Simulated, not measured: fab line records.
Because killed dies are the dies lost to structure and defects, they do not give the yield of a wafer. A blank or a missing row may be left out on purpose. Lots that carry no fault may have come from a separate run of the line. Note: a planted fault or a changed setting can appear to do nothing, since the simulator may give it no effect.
Which tool was responsible? :: flow sky130 :: 39 wafers from 13 lots sampled at 5 of the route's 708 steps

== WHAT THE GAUGES SHOWED, per wafer ==
SKY_VIA4_THK_MEAS_01.
lot: L377
measured: day 42 00:11
on: film_metro-02
VIA4_HDPCVD_THK (nm): 1767 1757 1771

lot: L378
measured: day 42 07:48
on: film_metro-04
VIA4_HDPCVD_THK (nm): 1791 1773 1783

lot: L380
measured: day 42 18:40
on: film_metro-04
VIA4_HDPCVD_THK (nm): 1746 1743 1720

lot: L381
measured: day 42 20:28
on: film_metro-04
VIA4_HDPCVD_THK (nm): 1747 1738 1755

lot: L382
measured: day 43 03:54
on: film_metro-01
VIA4_HDPCVD_THK (nm): 1770 1765 1782

lot: L384
measured: day 43 17:58
on: film_metro-04
VIA4_HDPCVD_THK (nm): 1730 1735 1724

lot: L385
measured: day 43 21:14
on: film_metro-01
VIA4_HDPCVD_THK (nm): 1739 1756 1745

lot: L390
measured: day 45 14:19
on: film_metro-01
VIA4_HDPCVD_THK (nm): 1720 1766 1775

lot: L395
measured: day 47 05:44
on: film_metro-04
VIA4_HDPCVD_THK (nm): 1753 1789 1744

lot: L397
measured: day 47 09:38
on: film_metro-04
VIA4_HDPCVD_THK (nm): 1762 1756 1783

lot: L398
measured: day 47 10:40
on: film_metro-02
VIA4_HDPCVD_THK (nm): 1730 1752 1724

lot: L399
measured: day 47 10:59
on: film_metro-04
VIA4_HDPCVD_THK (nm): 1792 1755 1747

lot: L400
measured: day 47 14:45
on: film_metro-04
VIA4_HDPCVD_THK (nm): 1703 1743 1741

SKY_VIA4_BOW_MEAS_03.
lot: L377
measured: day 42 00:33
on: film_metro-04
VIA4_BOW (um): 76 88 81

lot: L378
measured: day 42 08:10
on: film_metro-04
VIA4_BOW (um): 70 78 74

lot: L380
measured: day 42 19:01
on: film_metro-02
VIA4_BOW (um): 89 82 75

lot: L381
measured: day 42 20:50
on: film_metro-02
VIA4_BOW (um): 77 77 79

lot: L382
measured: day 43 04:16
on: film_metro-04
VIA4_BOW (um): 88 78 81

lot: L384
measured: day 43 18:20
on: film_metro-04
VIA4_BOW (um): 77 70 73

lot: L385
measured: day 43 21:35
on: film_metro-04
VIA4_BOW (um): 82 82 77

lot: L390
measured: day 45 14:40
on: film_metro-02
VIA4_BOW (um): 58 78 87

lot: L395
measured: day 47 06:06
on: film_metro-04
VIA4_BOW (um): 75 79 83

lot: L397
measured: day 47 10:04
on: film_metro-01
VIA4_BOW (um): 80 75 76

lot: L398
measured: day 47 11:03
on: film_metro-02
VIA4_BOW (um): 82 82 90

lot: L399
measured: day 47 11:20
on: film_metro-04
VIA4_BOW (um): 84 62 82

lot: L400
measured: day 47 15:08
on: film_metro-01
VIA4_BOW (um): 77 72 83

== TOOL THAT RAN EACH LOT (tool first, then ch and the chambers of the sampled wafers, then the start) ==
lot: L377
SKY_METAL3_ETCH_17: rie_diel-03 ch 0,1,3, day 38 16:30
SKY_METAL4_SPUTTER_02: pvd_sputter-01, day 39 21:16
SKY_METAL4_METAL_ETCH_18: rie_metal-04 ch 0,1, day 41 23:10

lot: L378
SKY_METAL3_ETCH_17: rie_diel-03 ch 1,2,3, day 39 02:28
SKY_METAL4_SPUTTER_02: pvd_sputter-01, day 40 05:52
SKY_METAL4_METAL_ETCH_18: rie_metal-04 ch 0,1, day 42 06:50

lot: L380
SKY_METAL3_ETCH_17: rie_diel-03 ch 0,2,3, day 39 14:16
SKY_METAL4_SPUTTER_02: pvd_sputter-01, day 40 17:29
SKY_METAL4_METAL_ETCH_18: rie_metal-02 ch 0,1, day 42 17:38

lot: L381
SKY_METAL3_ETCH_17: rie_diel-02 ch 1,3, day 39 15:18
SKY_METAL4_SPUTTER_02: pvd_sputter-03, day 40 18:32
SKY_METAL4_METAL_ETCH_18: rie_metal-04 ch 1, day 42 19:31

lot: L382
SKY_METAL3_ETCH_17: rie_diel-02 ch 0,1,2, day 39 23:38
SKY_METAL4_SPUTTER_02: pvd_sputter-04, day 41 02:51
SKY_METAL4_METAL_ETCH_18: rie_metal-01 ch 0, day 43 02:53

lot: L384
SKY_METAL3_ETCH_17: rie_diel-02 ch 0,3, day 40 13:11
SKY_METAL4_SPUTTER_02: pvd_sputter-03, day 41 16:56
SKY_METAL4_METAL_ETCH_18: rie_metal-01 ch 0,1, day 43 16:59

lot: L385
SKY_METAL3_ETCH_17: rie_diel-02 ch 2,3, day 40 19:22
SKY_METAL4_SPUTTER_02: pvd_sputter-04, day 41 22:09
SKY_METAL4_METAL_ETCH_18: rie_metal-02 ch 0,1, day 43 20:16

lot: L390
SKY_METAL3_ETCH_17: rie_diel-01 ch 0,1,2, day 42 15:06
SKY_METAL4_SPUTTER_02: pvd_sputter-04, day 43 16:05
SKY_METAL4_METAL_ETCH_18: rie_metal-02 ch 0, day 45 13:08

lot: L395
SKY_METAL3_ETCH_17: rie_diel-03 ch 0,1, day 44 10:18
SKY_METAL4_SPUTTER_02: pvd_sputter-04, day 45 11:19
SKY_METAL4_METAL_ETCH_18: rie_metal-01 ch 0,1, day 47 04:47

lot: L397
SKY_METAL3_ETCH_17: rie_diel-01 ch 1,3, day 44 14:03
SKY_METAL4_SPUTTER_02: pvd_sputter-01, day 45 14:47
SKY_METAL4_METAL_ETCH_18: rie_metal-01 ch 0,1, day 47 08:44

lot: L398
SKY_METAL3_ETCH_17: rie_diel-03 ch 0,1,2, day 44 14:24
SKY_METAL4_SPUTTER_02: pvd_sputter-01, day 45 15:23
SKY_METAL4_METAL_ETCH_18: rie_metal-02 ch 0,1, day 47 09:42

lot: L399
SKY_METAL3_ETCH_17: rie_diel-03 ch 0,1,3, day 44 16:08
SKY_METAL4_SPUTTER_02: pvd_sputter-01, day 45 16:18
SKY_METAL4_METAL_ETCH_18: rie_metal-04 ch 0,1, day 47 10:02

lot: L400
SKY_METAL3_ETCH_17: rie_diel-03 ch 0,3, day 44 19:55
SKY_METAL4_SPUTTER_02: pvd_sputter-03, day 45 20:01
SKY_METAL4_METAL_ETCH_18: rie_metal-02 ch 0,1, day 47 13:48
- SKY_METAL3_ETCH_17: etches SiO2 in C4F8/O2/Ar, stops on TiN, time 3.9 s, target depth 15 nm.
- SKY_METAL4_SPUTTER_02: material AlCu, target thk 735 nm, time 39.1 s.
- SKY_METAL4_METAL_ETCH_18: etches the open film in Cl2/BCl3, stops on SiO2, target depth 845 nm, time 183.1 s.

== WHAT THE TOOLS THEMSELVES READ (means of the sampled wafers that have a number; where no wafer has one, the mark that the record gives instead) ==
SKY_METAL3_ETCH_17.
lot: L377
tool: rie_diel-03
chamber_pressure_mTorr (mTorr): 39.98
oes_product_au (a.u.): 0.767

lot: L378
tool: rie_diel-03
chamber_pressure_mTorr (mTorr): 39.96
oes_product_au (a.u.): 0.747

lot: L380
tool: rie_diel-03
chamber_pressure_mTorr (mTorr): 40.04
oes_product_au (a.u.): 0.753

lot: L381
tool: rie_diel-02
chamber_pressure_mTorr (mTorr): 40.00
oes_product_au (a.u.): 0.752

lot: L382
tool: rie_diel-02
chamber_pressure_mTorr (mTorr): 39.98
oes_product_au (a.u.): 0.756

lot: L384
tool: rie_diel-02
chamber_pressure_mTorr (mTorr): 39.97
oes_product_au (a.u.): 0.749

lot: L385
tool: rie_diel-02
chamber_pressure_mTorr (mTorr): 39.98
oes_product_au (a.u.): 0.759

lot: L390
tool: rie_diel-01
chamber_pressure_mTorr (mTorr): 40.01
oes_product_au (a.u.): 0.753

lot: L395
tool: rie_diel-03
chamber_pressure_mTorr (mTorr): 40.03
oes_product_au (a.u.): 0.757

lot: L397
tool: rie_diel-01
chamber_pressure_mTorr (mTorr): 39.97
oes_product_au (a.u.): 0.760

lot: L398
tool: rie_diel-03
chamber_pressure_mTorr (mTorr): 39.98
oes_product_au (a.u.): 0.764

lot: L399
tool: rie_diel-03
chamber_pressure_mTorr (mTorr): 40.04
oes_product_au (a.u.): 0.749

lot: L400
tool: rie_diel-03
chamber_pressure_mTorr (mTorr): 39.99
oes_product_au (a.u.): 0.761

SKY_METAL4_SPUTTER_02.
lot: L377
tool: pvd_sputter-01
cathode_dc_power_W (W): 10601
throttle_valve_pct (%): 30.2

lot: L378
tool: pvd_sputter-01
cathode_dc_power_W (W): 10600
throttle_valve_pct (%): 29.2

lot: L380
tool: pvd_sputter-01
cathode_dc_power_W (W): 10601
throttle_valve_pct (%): 30.8

lot: L381
tool: pvd_sputter-03
cathode_dc_power_W (W): 10601
throttle_valve_pct (%): 30.2

lot: L382
tool: pvd_sputter-04
cathode_dc_power_W (W): 10600
throttle_valve_pct (%): 30.4

lot: L384
tool: pvd_sputter-03
cathode_dc_power_W (W): 10599
throttle_valve_pct (%): 30.9

lot: L385
tool: pvd_sputter-04
cathode_dc_power_W (W): 10599
throttle_valve_pct (%): 31.1

lot: L390
tool: pvd_sputter-04
cathode_dc_power_W (W): 10601
throttle_valve_pct (%): 30.4

lot: L395
tool: pvd_sputter-04
cathode_dc_power_W (W): 10598
throttle_valve_pct (%): 29.6

lot: L397
tool: pvd_sputter-01
cathode_dc_power_W (W): 10599
throttle_valve_pct (%): 30.0

lot: L398
tool: pvd_sputter-01
cathode_dc_power_W (W): 10599
throttle_valve_pct (%): 29.8

lot: L399
tool: pvd_sputter-01
cathode_dc_power_W (W): 10600
throttle_valve_pct (%): 30.7

lot: L400
tool: pvd_sputter-03
cathode_dc_power_W (W): 10603
throttle_valve_pct (%): 30.3

SKY_METAL4_METAL_ETCH_18.
lot: L377
tool: rie_metal-04
chamber_pressure_mTorr (mTorr): 10.003
drypump_motor_current_A (A): 5.7
oes_product_au (a.u.): 0.867
throttle_valve_pct (%): 22.271

lot: L378
tool: rie_metal-04
chamber_pressure_mTorr (mTorr): 10.006
drypump_motor_current_A (A): 5.8
oes_product_au (a.u.): 0.872
throttle_valve_pct (%): 22.274

lot: L380
tool: rie_metal-02
chamber_pressure_mTorr (mTorr): 9.998
drypump_motor_current_A (A): 5.9
oes_product_au (a.u.): 0.861
throttle_valve_pct (%): 22.262

lot: L381
tool: rie_metal-04
chamber_pressure_mTorr (mTorr): 9.992
drypump_motor_current_A (A): 6.0
oes_product_au (a.u.): 0.860
throttle_valve_pct (%): 22.270

lot: L382
tool: rie_metal-01
chamber_pressure_mTorr (mTorr): 10.004
drypump_motor_current_A (A): 5.1
oes_product_au (a.u.): 0.863
throttle_valve_pct (%): 22.263

lot: L384
tool: rie_metal-01
chamber_pressure_mTorr (mTorr): 10.000
drypump_motor_current_A (A): 5.3
oes_product_au (a.u.): 0.864
throttle_valve_pct (%): 22.273

lot: L385
tool: rie_metal-02
chamber_pressure_mTorr (mTorr): 10.006
drypump_motor_current_A (A): 5.9
oes_product_au (a.u.): 0.862
throttle_valve_pct (%): 22.266

lot: L390
tool: rie_metal-02
chamber_pressure_mTorr (mTorr): 9.992
drypump_motor_current_A (A): 5.3
oes_product_au (a.u.): 0.867
throttle_valve_pct (%): 22.259

lot: L395
tool: rie_metal-01
chamber_pressure_mTorr (mTorr): 9.998
drypump_motor_current_A (A): 5.5
oes_product_au (a.u.): 0.897
throttle_valve_pct (%): 22.263

lot: L397
tool: rie_metal-01
chamber_pressure_mTorr (mTorr): 10.007
drypump_motor_current_A (A): 5.5
oes_product_au (a.u.): 0.860
throttle_valve_pct (%): 22.264

lot: L398
tool: rie_metal-02
chamber_pressure_mTorr (mTorr): 10.001
drypump_motor_current_A (A): 5.6
oes_product_au (a.u.): 0.858
throttle_valve_pct (%): 22.260

lot: L399
tool: rie_metal-04
chamber_pressure_mTorr (mTorr): 10.009
drypump_motor_current_A (A): 5.8
oes_product_au (a.u.): 0.866
throttle_valve_pct (%): 22.255

lot: L400
tool: rie_metal-02
chamber_pressure_mTorr (mTorr): 9.995
drypump_motor_current_A (A): 5.9
oes_product_au (a.u.): 0.864
throttle_valve_pct (%): 22.262

== THE ANSWER, worked out from the rows above alone ==
Rule: usual is defined by the lots themselves. The widest of any qualifying gaps counts: lots, ordered by their means at a reading, are off when they make up no more than a third of the lots, leave a main group of 4 or more, and stand apart from it by 3 or more times the standard deviation of that group's means. A main group is skipped when, at the precision printed for the reading in the tables above, its means are all equal. Also off: a lot with no number at a reading for which 4 or more lots have one. The other lots that the step has rows for count as sound. After the gauges, taken in route order, come the tools' own readings; for these a lot's mean is taken, as printed above. The first step at which some lot is off is used, and at that step the reading that is off furthest; a lot without a number counts as furthest.
Off at SKY_METAL4_METAL_ETCH_18 (oes_product_au): L395. The main group: mean 0.864 a.u., standard deviation 0.0037.
If a tool, at that step or one of the process steps before it, ran each lot that is off and ran no sound lot following the first of them, it fits. One fits: pvd_sputter-04 at SKY_METAL4_SPUTTER_02. A fault onset in the window from L390 (day 43 16:05, its last sound lot) to L395 (day 45 11:19, its first lot off) fits.

== WHAT HAD BEEN PUT IN BY THE SIMULATOR ==
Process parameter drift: pvd_sputter-04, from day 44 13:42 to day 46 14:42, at SKY_METAL4_SPUTTER_02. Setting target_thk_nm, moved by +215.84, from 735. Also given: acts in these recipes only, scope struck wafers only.
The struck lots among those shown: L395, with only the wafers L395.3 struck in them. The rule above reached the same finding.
